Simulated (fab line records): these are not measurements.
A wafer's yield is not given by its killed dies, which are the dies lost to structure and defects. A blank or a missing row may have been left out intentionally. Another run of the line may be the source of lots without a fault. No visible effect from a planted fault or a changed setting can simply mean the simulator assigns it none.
fab line records	flow gf180mcu	part 1 of 2: steps 1 to 29 of 39
record lots=5	wafers=15	last-day=33
route steps=602 shown STI@27 DNWELL@32 NWELL@42 LVPWELL@54
lots that met no fault: taken from a fault-free run of the same line
start-h: start of the lot's first displayed wafer, in hours after the record's first day	wait-h: hours elapsed since this lot's preceding step	" same as the row above	L1.1+2: several wafers, shown together as one row	- no value present, or no start provided	* or withheld: withheld	< > ~ a bound
route shown NAME@n: names a module that has steps shown in the file, with the first one's number in the route	usual: mean/standard deviation taken from wafers without a fault	same: alike in all rows	chamber/n: place in a boat	sites: per-site readings	_std_site: standard deviation of those values	_edge_site: inner sites' mean taken away from outer sites' mean	radius-mm: how far each site lies from the wafer's centre	mask NAME#n: copy n	behind: the last tool/chamber to shape the wafer	hold: cause of the lot's hold/its duration in hours/its outcome	device: the transistor (n, p or np) that didn't switch	end of line: at the end of the route, the tests of the same wafers	step lacking rows: just its recipe	killed: dies lost to structure and defects at the first sort, not the wafer's yield	map: a wafer's dies, x killed, . not, _ none there
set.NAME: the setting that was run; set.NAME@STEP: the one run at that earlier step	model.NAME: the simulator's own value behind a step, which no gauge read
certain route steps with their lots: each step a table, each wafer a row
services: the hour from which a tool's chamber was out of use, counted from the record's first day as start-h (under 0 if before that day), plus the number of hours and why
## steps
# step GF_STI_WET_ETCH_26
# recipe chemistry=dHF	target-depth-nm=94	target=SiO2	temp-c=25	dilution=10:1	time-s=188
lot.wafer	tool	chamber	start-h	wait-h
L075.3+4+5	wet-bench-01	2	38.24	0.2
L076.2+3+5	wet-bench-01	1	43.59	0.2
L080.1+3+4	wet-bench-03	2	59.78	0.1
L089.1+2+6	wet-bench-03	1	104.21	0.2
L093.2+4+5	wet-bench-01	0	125.27	0.2
# step GF_STI_WET_ETCH_27
# recipe chemistry=H3PO4	target-depth-nm=160	target=Si3N4	temp-c=160	time-s=1825
lot.wafer	tool	chamber	start-h	wait-h
L075.3+4+5	wet-bench-02	3	38.30	0.0
L076.2+3+5	wet-bench-03	0	43.65	0.0
L080.1+3+4	wet-bench-02	2	59.84	0.0
L089.1+2+6	wet-bench-02	0	104.27	0.0
L093.2+4+5	wet-bench-03	1	125.33	0.0
# step GF_STI_WET_ETCH_28
# recipe chemistry=dHF	target-depth-nm=20	dry=ipa-marangoni	target=SiO2	temp-c=25	dilution=10:1	time-s=40
lot.wafer	tool	chamber	start-h	wait-h
L075.3+4+5	wet-bench-03	2	38.82	0.0
L076.2+3+5	wet-bench-01	1	44.16	0.0
L080.1+3+4	wet-bench-03	1	60.40	0.0
L089.1+2+6	wet-bench-03	2	104.79	0.0
L093.2+4+5	wet-bench-02	3	125.89	0.0
# step GF_STI_OXIDATION_29
# recipe temp-c=900	ambient=O2	stabilise-s=600	purge-s=300	target-thk-a=100	ox-time-s=1471
# usual ox-temp-c=900.0/0.41	spike-tc-centre-C=900.3/1.1	zone-power-centre-pct=17.4/0.6
lot.wafer	tool	chamber	start-h	wait-h	ox-temp-c	spike-tc-centre-C	zone-power-centre-pct
L075.3	furnace-01	0	38.84	0.0	900.1	901.2	17.8
L075.4	"	0	"	"	900.1	902.2	18.0
L075.5	"	0	"	"	900.3	901.0	17.8
L076.2	furnace-01	0	45.79	1.6	899.2	901.7	18.0
L076.3	"	0	"	"	900.3	899.5	17.9
L076.5	"	0	"	"	900.4	898.6	18.0
L080.1	furnace-01	0	61.93	1.5	899.8	898.5	17.8
L080.3	"	0	"	"	900.3	901.1	18.3
L080.4	"	0	"	"	900.5	899.1	17.8
L089.1	furnace-02	0	105.26	0.5	899.7	899.3	17.1
L089.2	"	0	"	"	900.0	899.7	17.0
L089.6	"	0	"	"	900.7	899.6	16.8
L093.2	furnace-02	0	126.85	0.9	899.8	898.3	16.6
L093.4	"	0	"	"	899.8	899.9	17.0
L093.5	"	0	"	"	899.7	898.5	16.9
# step GF_STI_THK_MEAS_30
# recipe reads=SiO2_of_STI_OXIDATION_29
# usual STI_OXIDATION_02_THK=10.29/0.19
lot.wafer	tool	chamber	start-h	wait-h	STI_OXIDATION_02_THK[nm]
L075.3	film-metro-03	-	40.25	0.0	10.60
L075.4	"	-	"	"	10.43
L075.5	"	-	"	"	10.55
L076.2	film-metro-03	-	47.19	0.0	10.25
L076.3	"	-	"	"	10.23
L076.5	"	-	"	"	10.35
L080.1	film-metro-03	-	63.32	0.0	10.52
L080.3	"	-	"	"	10.37
L080.4	"	-	"	"	10.30
L089.1	film-metro-01	-	106.66	0.0	9.92
L089.2	"	-	"	"	10.05
L089.6	"	-	"	"	10.13
L093.2	film-metro-02	-	128.26	0.0	10.19
L093.4	"	-	"	"	10.09
L093.5	"	-	"	"	10.15
# step GF_DNWELL_DEHYDRATE_00
# recipe temp-c=200	time-s=60
# usual plate-temp-C=200.00/0.15
lot.wafer	tool	chamber	start-h	wait-h	plate-temp-C
L075.3	litho-track-02	0	46.11	5.8	200.06
L075.4	"	0	"	"	200.01
L075.5	"	0	"	"	199.70
L076.2	litho-track-04	0	52.88	5.7	200.16
L076.3	"	0	"	"	200.06
L076.5	"	0	"	"	199.90
L080.1	litho-track-03	0	69.21	5.9	200.11
L080.3	"	0	"	"	200.02
L080.4	"	0	"	"	200.23
L089.1	litho-track-03	0	113.31	6.6	200.06
L089.2	"	0	"	"	200.04
L089.6	"	0	"	"	200.07
L093.2	litho-track-02	0	135.33	7.1	199.81
L093.4	"	0	"	"	200.00
L093.5	"	0	"	"	200.22
# step GF_DNWELL_HMDS_01
# recipe prime-time-s=60	prime-temp-c=120
lot.wafer	tool	chamber	start-h	wait-h
L075.3+4+5	litho-track-02	0	46.26	0.1
L076.2+3+5	litho-track-04	0	53.03	0.1
L080.1+3+4	litho-track-03	0	69.36	0.1
L089.1+2+6	litho-track-03	0	113.46	0.1
L093.2+4+5	litho-track-02	0	135.48	0.1
# step GF_DNWELL_COAT_02
# recipe spin-rpm=2000	resist-thk-nm=3000
lot.wafer	tool	chamber	start-h	wait-h
L075.3+4+5	litho-track-02	0	46.41	0.1
L076.2+3+5	litho-track-04	0	53.18	0.1
L080.1+3+4	litho-track-03	0	69.51	0.1
L089.1+2+6	litho-track-03	0	113.61	0.1
L093.2+4+5	litho-track-02	0	135.63	0.1
# step GF_DNWELL_SOFTBAKE_03
# recipe temp-c=110	time-s=withheld
# usual plate-temp-C=110.00/0.13
lot.wafer	tool	chamber	start-h	wait-h	plate-temp-C
L075.3	litho-track-02	0	46.57	0.1	109.73
L075.4	"	0	"	"	109.75
L075.5	"	0	"	"	109.83
L076.2	litho-track-04	0	53.34	0.1	110.05
L076.3	"	0	"	"	110.00
L076.5	"	0	"	"	109.99
L080.1	litho-track-03	0	69.66	0.1	110.13
L080.3	"	0	"	"	110.17
L080.4	"	0	"	"	110.05
L089.1	litho-track-03	0	113.76	0.1	110.19
L089.2	"	0	"	"	110.15
L089.6	"	0	"	"	109.98
L093.2	litho-track-02	0	135.79	0.1	109.91
L093.4	"	0	"	"	109.92
L093.5	"	0	"	"	110.05
# step GF_DNWELL_EXPOSE_04
# recipe mask-id=DNWELL	target-cd-nm=1700	na=0.6	source-shape=conventional	sigma-outer=0.6	dose-mj=260
# usual stage-vel-mm-s=500.00/0.23
lot.wafer	tool	chamber	start-h	wait-h	mask	stage-vel-mm-s
L075.3	iline-stepper-02	0	-	-	DNWELL#0	499.99
L075.4	"	0	"	"	DNWELL#0	499.68
L075.5	"	0	"	"	DNWELL#0	500.06
L076.2	iline-stepper-02	0	-	-	DNWELL#0	500.22
L076.3	"	0	"	"	DNWELL#0	500.00
L076.5	"	0	"	"	DNWELL#0	500.06
L080.1	iline-stepper-01	0	-	-	DNWELL#0	499.75
L080.3	"	0	"	"	DNWELL#0	499.52
L080.4	"	0	"	"	DNWELL#0	499.94
L089.1	iline-stepper-01	0	-	-	DNWELL#0	500.07
L089.2	"	0	"	"	DNWELL#0	499.86
L089.6	"	0	"	"	DNWELL#0	500.02
L093.2	iline-stepper-02	0	-	-	DNWELL#0	499.82
L093.4	"	0	"	"	DNWELL#0	500.05
L093.5	"	0	"	"	DNWELL#0	499.60
# step GF_DNWELL_PEB_05
# recipe temp-c=115	time-s=withheld
# usual plate-temp-C=115.02/0.12
lot.wafer	tool	chamber	start-h	wait-h	plate-temp-C
L075.3	litho-track-02	0	-	-	115.16
L075.4	"	0	"	"	115.02
L075.5	"	0	"	"	115.00
L076.2	litho-track-04	0	-	-	115.23
L076.3	"	0	"	"	115.16
L076.5	"	0	"	"	115.34
L080.1	litho-track-02	0	-	-	114.83
L080.3	"	0	"	"	114.85
L080.4	"	0	"	"	115.14
L089.1	litho-track-02	0	-	-	115.12
L089.2	"	0	"	"	114.94
L089.6	"	0	"	"	115.02
L093.2	litho-track-02	0	-	-	115.22
L093.4	"	0	"	"	114.99
L093.5	"	0	"	"	115.08
# step GF_DNWELL_DEVELOP_06
# recipe wall-angle-deg=90	develop-time-s=60	dev-temp-c=23
lot.wafer	tool	chamber	start-h	wait-h
L075.3+4+5	litho-track-02	0	-	-
L076.2+3+5	litho-track-04	0	-	-
L080.1+3+4	litho-track-02	0	-	-
L089.1+2+6	litho-track-02	0	-	-
L093.2+4+5	litho-track-02	0	-	-
# step GF_DNWELL_IMPLANT_07
# recipe species=P	energy-kev=1500	dose-cm2=1e+13	tilt-deg=0
# usual faraday-current-uA=56.4/1.1
lot.wafer	tool	chamber	start-h	wait-h	faraday-current-uA
L075.3	implanter-03	0	52.91	-	56.1
L075.4	"	0	"	"	58.1
L075.5	"	0	"	"	57.4
L076.2	implanter-01	0	59.88	-	56.4
L076.3	"	0	"	"	56.0
L076.5	"	0	"	"	57.4
L080.1	implanter-03	0	75.81	-	57.0
L080.3	"	0	"	"	56.7
L080.4	"	0	"	"	56.4
L089.1	implanter-03	0	120.81	-	54.8
L089.2	"	0	"	"	57.4
L089.6	"	0	"	"	56.3
L093.2	implanter-02	0	143.43	-	55.1
L093.4	"	0	"	"	55.3
L093.5	"	0	"	"	56.7
# step GF_DNWELL_STRIP_08
# recipe chemistry=O2/N2	power-w=1400	pressure-mtorr=1500	platen-temp-c=250	o2-flow-sccm=3000	n2-flow-sccm=300	overash-fraction=0.5
# usual drypump-motor-current-A=5.8/0.49	heater-power-w=338/10	n2-flow-sccm=300.0/0.9	oes-product-au=0.722/0.0052	strip-time-to-endpoint-s=36.97/0.1
lot.wafer	tool	chamber	start-h	wait-h	drypump-motor-current-A	heater-power-w	n2-flow-sccm	oes-product-au	rf-hours-counter-h	strip-time-to-endpoint-s
L075.3	plasma-asher-01	1	53.04	0.1	5.4	343	300.9	0.724	-	36.97
L075.4	"	0	"	"	5.5	325	301.0	0.732	-	37.00
L075.5	"	0	"	"	5.5	329	301.1	0.714	-	36.98
L076.2	plasma-asher-02	1	60.01	0.1	6.4	349	298.6	0.710	26	36.98
L076.3	"	0	"	"	5.3	348	299.2	0.720	-	37.01
L076.5	"	0	"	"	5.3	356	299.3	0.722	-	36.88
L080.1	plasma-asher-04	1	75.96	0.1	6.6	336	301.1	0.724	43	37.01
L080.3	"	0	"	"	5.9	334	299.1	0.719	-	37.10
L080.4	"	1	"	"	6.6	333	299.6	0.720	-	36.88
L089.1	plasma-asher-02	0	120.96	0.1	5.4	354	299.8	0.717	33	36.80
L089.2	"	1	"	"	6.4	343	299.3	0.722	33	36.95
L089.6	"	1	"	"	6.3	347	299.5	0.726	-	36.90
L093.2	plasma-asher-02	1	143.56	0.1	6.4	340	297.6	0.718	35	36.95
L093.4	"	0	"	"	5.4	358	298.6	0.722	-	36.93
L093.5	"	1	"	"	6.4	341	298.1	0.722	-	36.95
# step GF_DNWELL_TW_MEAS_09
# usual DNWELL_TW=1339/19
lot.wafer	tool	chamber	start-h	wait-h	DNWELL_TW
L075.3	film-metro-02	-	53.13	0.1	1326
L075.4	"	-	"	"	1323
L075.5	"	-	"	"	1322
L076.2	film-metro-04	-	60.12	0.1	1355
L076.3	"	-	"	"	1355
L076.5	"	-	"	"	1356
L080.1	film-metro-02	-	76.06	0.1	1318
L080.3	"	-	"	"	1321
L080.4	"	-	"	"	1313
L089.1	film-metro-03	-	121.06	0.1	1335
L089.2	"	-	"	"	1339
L089.6	"	-	"	"	1333
L093.2	film-metro-02	-	143.67	0.1	1329
L093.4	"	-	"	"	1328
L093.5	"	-	"	"	1328
# step GF_NWELL_DEHYDRATE_00
# recipe temp-c=200	time-s=60
# usual plate-temp-C=199.97/0.15
lot.wafer	tool	chamber	start-h	wait-h	plate-temp-C
L075.3	litho-track-01	0	59.24	6.1	199.97
L075.4	"	0	"	"	200.07
L075.5	"	0	"	"	199.83
L076.2	litho-track-03	0	66.09	6.0	199.77
L076.3	"	0	"	"	199.98
L076.5	"	0	"	"	199.91
L080.1	litho-track-02	0	82.26	6.2	200.06
L080.3	"	0	"	"	200.10
L080.4	"	0	"	"	199.89
L089.1	litho-track-03	0	127.91	6.8	200.23
L089.2	"	0	"	"	199.86
L089.6	"	0	"	"	200.23
L093.2	litho-track-01	0	151.02	7.3	200.05
L093.4	"	0	"	"	199.91
L093.5	"	0	"	"	200.07
# step GF_NWELL_HMDS_01
# recipe prime-time-s=60	prime-temp-c=120
lot.wafer	tool	chamber	start-h	wait-h
L075.3+4+5	litho-track-01	0	59.39	0.1
L076.2+3+5	litho-track-03	0	66.24	0.1
L080.1+3+4	litho-track-02	0	82.41	0.1
L089.1+2+6	litho-track-03	0	128.06	0.1
L093.2+4+5	litho-track-01	0	151.17	0.1
# step GF_NWELL_COAT_02
# recipe spin-rpm=2000	resist-thk-nm=3000
lot.wafer	tool	chamber	start-h	wait-h
L075.3+4+5	litho-track-01	0	59.54	0.1
L076.2+3+5	litho-track-03	0	66.39	0.1
L080.1+3+4	litho-track-02	0	82.56	0.1
L089.1+2+6	litho-track-03	0	128.21	0.1
L093.2+4+5	litho-track-01	0	151.32	0.1
# step GF_NWELL_SOFTBAKE_03
# recipe temp-c=110	time-s=withheld
# usual plate-temp-C=109.99/0.13
lot.wafer	tool	chamber	start-h	wait-h	plate-temp-C
L075.3	litho-track-01	0	59.71	0.1	109.91
L075.4	"	0	"	"	109.80
L075.5	"	0	"	"	110.02
L076.2	litho-track-03	0	66.54	0.1	110.07
L076.3	"	0	"	"	109.99
L076.5	"	0	"	"	109.96
L080.1	litho-track-02	0	82.71	0.1	110.03
L080.3	"	0	"	"	110.07
L080.4	"	0	"	"	109.95
L089.1	litho-track-03	0	128.36	0.1	109.99
L089.2	"	0	"	"	109.93
L089.6	"	0	"	"	110.00
L093.2	litho-track-01	0	151.48	0.1	109.92
L093.4	"	0	"	"	109.91
L093.5	"	0	"	"	109.89
# step GF_NWELL_EXPOSE_04
# recipe mask-id=Nwell	target-cd-nm=860	na=0.6	source-shape=conventional	sigma-outer=0.6	dose-mj=260
# usual stage-vel-mm-s=499.98/0.24
lot.wafer	tool	chamber	start-h	wait-h	mask	stage-vel-mm-s
L075.3	iline-stepper-01	0	-	-	Nwell#0	499.96
L075.4	"	0	"	"	Nwell#0	499.96
L075.5	"	0	"	"	Nwell#0	499.99
L076.2	iline-stepper-01	0	-	-	Nwell#0	500.50
L076.3	"	0	"	"	Nwell#0	500.29
L076.5	"	0	"	"	Nwell#0	500.08
L080.1	iline-stepper-02	0	-	-	Nwell#0	499.95
L080.3	"	0	"	"	Nwell#0	500.17
L080.4	"	0	"	"	Nwell#0	500.25
L089.1	iline-stepper-02	0	-	-	Nwell#0	499.72
L089.2	"	0	"	"	Nwell#0	499.62
L089.6	"	0	"	"	Nwell#0	499.77
L093.2	iline-stepper-02	0	-	-	Nwell#0	500.17
L093.4	"	0	"	"	Nwell#0	500.22
L093.5	"	0	"	"	Nwell#0	499.88
# step GF_NWELL_PEB_05
# recipe temp-c=115	time-s=withheld
# usual plate-temp-C=114.99/0.14
lot.wafer	tool	chamber	start-h	wait-h	plate-temp-C
L075.3	litho-track-01	0	-	-	115.16
L075.4	"	0	"	"	115.04
L075.5	"	0	"	"	114.96
L076.2	litho-track-02	0	-	-	115.20
L076.3	"	0	"	"	115.21
L076.5	"	0	"	"	114.87
L080.1	litho-track-02	0	-	-	115.03
L080.3	"	0	"	"	115.00
L080.4	"	0	"	"	115.16
L089.1	litho-track-02	0	-	-	115.14
L089.2	"	0	"	"	115.10
L089.6	"	0	"	"	115.12
L093.2	litho-track-03	0	-	-	114.88
L093.4	"	0	"	"	115.04
L093.5	"	0	"	"	114.97
# step GF_NWELL_DEVELOP_06
# recipe wall-angle-deg=90	develop-time-s=60	dev-temp-c=23
lot.wafer	tool	chamber	start-h	wait-h
L075.3+4+5	litho-track-01	0	-	-
L076.2+3+5	litho-track-02	0	-	-
L080.1+3+4	litho-track-02	0	-	-
L089.1+2+6	litho-track-02	0	-	-
L093.2+4+5	litho-track-03	0	-	-
# step GF_NWELL_OVL_MEAS_07
# usual NWELL_OVL=-0.6/1.4
lot.wafer	tool	chamber	start-h	wait-h	NWELL_OVL[nm]
L075.3	overlay-02	-	66.11	-	-0.3
L075.4	"	-	"	"	2.2
L075.5	"	-	"	"	2.4
L076.2	overlay-01	-	73.31	-	-0.3
L076.3	"	-	"	"	-1.4
L076.5	"	-	"	"	-1.5
L080.1	overlay-01	-	89.66	-	0.6
L080.3	"	-	"	"	-2.6
L080.4	"	-	"	"	0.5
L089.1	overlay-01	-	136.31	-	-2.3
L089.2	"	-	"	"	-1.1
L089.6	"	-	"	"	-3.0
L093.2	overlay-01	-	159.46	-	-2.1
L093.4	"	-	"	"	0.4
L093.5	"	-	"	"	0.5
# step GF_NWELL_IMPLANT_08
# recipe species=P	energy-kev=450	dose-cm2=1.5e+13	tilt-deg=0
# usual faraday-current-uA=84.3/1.6
lot.wafer	tool	chamber	start-h	wait-h	faraday-current-uA
L075.3	implanter-04	0	66.18	0.1	86.8
L075.4	"	0	"	"	85.9
L075.5	"	0	"	"	87.1
L076.2	implanter-04	0	73.37	0.0	82.4
L076.3	"	0	"	"	85.2
L076.5	"	0	"	"	85.1
L080.1	implanter-03	0	89.69	0.0	84.0
L080.3	"	0	"	"	87.5
L080.4	"	0	"	"	84.4
L089.1	implanter-03	0	136.34	0.0	85.0
L089.2	"	0	"	"	84.8
L089.6	"	0	"	"	84.8
L093.2	implanter-02	0	159.52	0.0	83.7
L093.4	"	0	"	"	86.0
L093.5	"	0	"	"	83.0
# step GF_NWELL_IMPLANT_09
# recipe species=P	energy-kev=160	dose-cm2=4e+12	tilt-deg=0
# usual faraday-current-uA=22.5/0.44
lot.wafer	tool	chamber	start-h	wait-h	faraday-current-uA
L075.3	implanter-04	0	66.33	0.1	22.8
L075.4	"	0	"	"	22.0
L075.5	"	0	"	"	22.4
L076.2	implanter-04	0	73.52	0.1	22.4
L076.3	"	0	"	"	22.3
L076.5	"	0	"	"	22.4
L080.1	implanter-03	0	89.84	0.1	21.9
L080.3	"	0	"	"	23.0
L080.4	"	0	"	"	22.7
L089.1	implanter-03	0	136.49	0.1	22.6
L089.2	"	0	"	"	22.6
L089.6	"	0	"	"	21.8
L093.2	implanter-02	0	159.67	0.1	23.2
L093.4	"	0	"	"	22.5
L093.5	"	0	"	"	22.4
# step GF_NWELL_STRIP_10
# recipe chemistry=O2/N2	power-w=1400	pressure-mtorr=1500	platen-temp-c=250	o2-flow-sccm=3000	n2-flow-sccm=300	overash-fraction=0.5
# usual drypump-motor-current-A=6.0/0.43	heater-power-w=337/14	n2-flow-sccm=300.0/0.89	oes-product-au=0.723/0.0044	strip-time-to-endpoint-s=36.93/0.098
lot.wafer	tool	chamber	start-h	wait-h	drypump-motor-current-A	heater-power-w	n2-flow-sccm	oes-product-au	rf-hours-counter-h	strip-time-to-endpoint-s
L075.3	plasma-asher-02	1	66.46	0.1	6.4	334	301.7	0.722	-	36.96
L075.4	"	0	"	"	5.3	340	298.6	0.731	-	36.95
L075.5	"	0	"	"	5.3	349	301.1	0.720	-	36.95
L076.2	plasma-asher-03	1	73.64	0.1	5.6	340	299.9	0.716	42	37.07
L076.3	"	0	"	"	6.1	312	300.2	0.716	-	37.08
L076.5	"	1	"	"	5.6	342	300.4	0.714	-	37.04
L080.1	plasma-asher-02	0	89.99	0.1	5.4	352	299.4	0.731	29	36.76
L080.3	"	1	"	"	6.4	338	301.5	0.725	-	36.86
L080.4	"	0	"	"	5.4	344	300.7	0.720	-	36.88
L089.1	plasma-asher-02	1	136.64	0.1	6.4	350	300.7	0.716	34	37.03
L089.2	"	0	"	"	5.4	354	300.5	0.724	34	36.97
L089.6	"	1	"	"	6.4	355	300.5	0.731	-	36.96
L093.2	plasma-asher-04	0	159.79	0.1	5.9	329	301.0	0.715	5	36.80
L093.4	"	1	"	"	6.6	329	301.7	0.723	-	36.69
L093.5	"	1	"	"	6.6	331	300.2	0.722	-	36.71
# step GF_NWELL_TW_MEAS_11
# usual NWELL_TW=1569/15
lot.wafer	tool	chamber	start-h	wait-h	NWELL_TW
L075.3	film-metro-01	-	66.55	0.1	1547
L075.4	"	-	"	"	1557
L075.5	"	-	"	"	1549
L076.2	film-metro-03	-	73.75	0.1	1576
L076.3	"	-	"	"	1573
L076.5	"	-	"	"	1570
L080.1	film-metro-01	-	90.09	0.1	1559
L080.3	"	-	"	"	1560
L080.4	"	-	"	"	1555
L089.1	film-metro-04	-	136.74	0.1	1606
L089.2	"	-	"	"	1601
L089.6	"	-	"	"	1601
L093.2	film-metro-04	-	159.90	0.1	1600
L093.4	"	-	"	"	1604
L093.5	"	-	"	"	1595
# step GF_LVPWELL_DEHYDRATE_00
# recipe temp-c=200	time-s=60
# usual plate-temp-C=200.03/0.14
lot.wafer	tool	chamber	start-h	wait-h	plate-temp-C
L075.3	litho-track-04	0	72.76	6.2	200.19
L075.4	"	0	"	"	200.12
L075.5	"	0	"	"	199.92
L076.2	litho-track-01	0	79.87	6.1	199.94
L076.3	"	0	"	"	200.05
L076.5	"	0	"	"	199.90
L080.1	litho-track-04	0	96.36	6.3	200.07
L080.3	"	0	"	"	199.95
L080.4	"	0	"	"	200.04
L089.1	litho-track-01	0	143.49	6.7	199.80
L089.2	"	0	"	"	200.11
L089.6	"	0	"	"	199.89
L093.2	litho-track-04	0	167.23	7.3	200.13
L093.4	"	0	"	"	200.20
L093.5	"	0	"	"	199.99
# step GF_LVPWELL_HMDS_01
# recipe prime-time-s=60	prime-temp-c=120
lot.wafer	tool	chamber	start-h	wait-h
L075.3+4+5	litho-track-04	0	72.91	0.1
L076.2+3+5	litho-track-01	0	80.02	0.1
L080.1+3+4	litho-track-04	0	96.51	0.1
L089.1+2+6	litho-track-01	0	143.64	0.1
L093.2+4+5	litho-track-04	0	167.38	0.1
